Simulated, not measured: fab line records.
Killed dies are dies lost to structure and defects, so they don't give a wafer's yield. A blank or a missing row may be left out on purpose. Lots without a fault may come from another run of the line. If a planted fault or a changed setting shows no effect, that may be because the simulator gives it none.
A single fault, viewed from 2 desks ; flow gf180mcu ; numbers are kept per desk, each desk with only its own; the story behind them comes last

AT THE METROLOGY DESK
Lot by lot, what the gauges showed, no matter which tool ran the lot: averages of those sampled wafers that carry a number. The brackets show how far a lot's mean lies from the usual mean; more than 4 standard deviations puts the lot out of limits, marked OUT.
Columns: A = HV_LDD_02_OVL at GF_HV_LDD_OVL_MEAS_32, usual 1.4 nm; B = HV_LDD_4_TW at GF_HV_LDD_TW_MEAS_50, usual 567; C = NSD_TW at GF_NSD_TW_MEAS_12, usual 4245
lot;first seen here;A;B;C
L112;day 12 01:07;2.0;555;4211
L121;day 15 11:03;-0.2;503 (-7.4) OUT;4281
L122;day 15 12:40;2.4;502 (-7.5) OUT;4221
L123;day 15 21:25;1.0;571;4221
L124;day 16 05:38;0.5;575;4205
L125;day 16 14:22;3.8;574;4225
L126;day 16 21:03;0.7;554;4302
L127;day 17 03:59;0.7;555;4203
L128;day 17 15:13;-0.4;574;4203
L129;day 17 22:59;2.4;576;4275
L130;day 18 07:58;-0.7;555;4284
L131;day 18 14:58;3.7;559;4209
L132;day 18 23:04;-0.3;574;4288
L133;day 19 05:42;1.0;572;4222
This desk's finding: out of limits on L121, L122; first on L121, day 16 10:16 (HV_LDD_4_TW at GF_HV_LDD_TW_MEAS_50). L112, L123, L124, L125, L126, L127, L128, L129, L130, L131, L132, L133: within limits.

FOR THE TOOL OWNER'S DESK: implanter-01
For each lot that ran on this tool, the mean over its sampled wafers that have a number, from the tool's own readings at GF_HV_LDD_IMPLANT_48. The brackets show how far a lot's mean lies from the usual mean; more than 4 standard deviations puts the lot out of limits, marked OUT.
Columns: A = doseIonsCm2 at GF_HV_LDD_IMPLANT_48, usual 3e+13; B = faradayCurrentUA at GF_HV_LDD_IMPLANT_48, usual 169
lot;first seen here;A;B
L112;day 12 22:43;3e+13;166
L121;day 16 10:02;2e+13 (-99 or more) OUT;120 (-15) OUT
L122;day 16 11:53;2e+13 (-99 or more) OUT;121 (-14) OUT
L131;day 19 15:56;3e+13;167
L133;day 20 07:33;3e+13;169
This desk's finding: out of limits on L121, L122; first on L121, day 16 10:02 (doseIonsCm2 at GF_HV_LDD_IMPLANT_48). L112, L131, L133: within limits.

PUT TOGETHER
An alarm could have come from the tool owner's desk at day 16 10:02, on L121, L122.
At day 16 10:16 the metrology desk could have sounded an alarm, on L121, L122.
All the named lots went through GF_HV_LDD_IMPLANT_48 on implanter-01.

WHAT THE SIMULATOR PUT IN
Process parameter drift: implanter-01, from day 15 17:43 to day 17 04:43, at GF_HV_LDD_IMPLANT_48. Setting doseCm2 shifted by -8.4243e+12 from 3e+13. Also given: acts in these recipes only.
Lots struck among those shown: L121, L122.
Delay (hours) between the fault's onset and each desk's first out-of-limits reading: 16 at the tool owner's desk, 17 at the metrology desk.
